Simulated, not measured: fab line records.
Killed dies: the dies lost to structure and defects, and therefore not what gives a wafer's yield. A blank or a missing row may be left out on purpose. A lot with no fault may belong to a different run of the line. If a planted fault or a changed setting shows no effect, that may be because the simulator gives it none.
What tool caused it? | flow sky130 | 21 wafers sampled from 7 lots at 1 step of a route of 708

WHAT THE GAUGES SHOWED, per wafer
SKY_POLY_GATE_CD_MEAS_13: the cd target is 150 nm.
lot  | measured     | on        | cd nm (nm)
L350 | day 16 14:26 | cd sem-01 | 150.9 149.4 151.8
L354 | day 18 12:00 | cd sem-02 | 146.7 145.6 147.2
L359 | day 20 07:18 | cd sem-02 | 147.8 148.9 148.1
L366 | day 22 18:09 | cd sem-02 | 150.3 151.2 150.3
L368 | day 23 11:55 | cd sem-01 | 148.4 149.4 148.9
L370 | day 23 21:36 | cd sem-01 | 150.1 150.7 150.1
L372 | day 24 15:07 | cd sem-01 | 150.2 151.1 149.0

EACH LOT AND THE TOOL THAT RAN IT (in order: tool; ch and the chambers of the sampled wafers; start)
The record shows no process step preceding these readings.

THE ANSWER, worked out from the rows above alone
Rule: the lots themselves supply what counts as usual. The widest of any qualifying gaps counts: lots, ordered by their means at a reading, are off when they make up no more than a third of the lots, leave a main group of 4 or more, and stand apart from it by 3 or more times the standard deviation of that group's means. Not used: any main group whose means are identical at the precision the tables above print for the reading. Also off: a lot with no number at a reading for which 4 or more lots have one. The other lots that the step has rows for count as sound.
None of the lots is off at any reading shown; this tells nothing.

WHAT HAD BEEN PUT IN BY THE SIMULATOR
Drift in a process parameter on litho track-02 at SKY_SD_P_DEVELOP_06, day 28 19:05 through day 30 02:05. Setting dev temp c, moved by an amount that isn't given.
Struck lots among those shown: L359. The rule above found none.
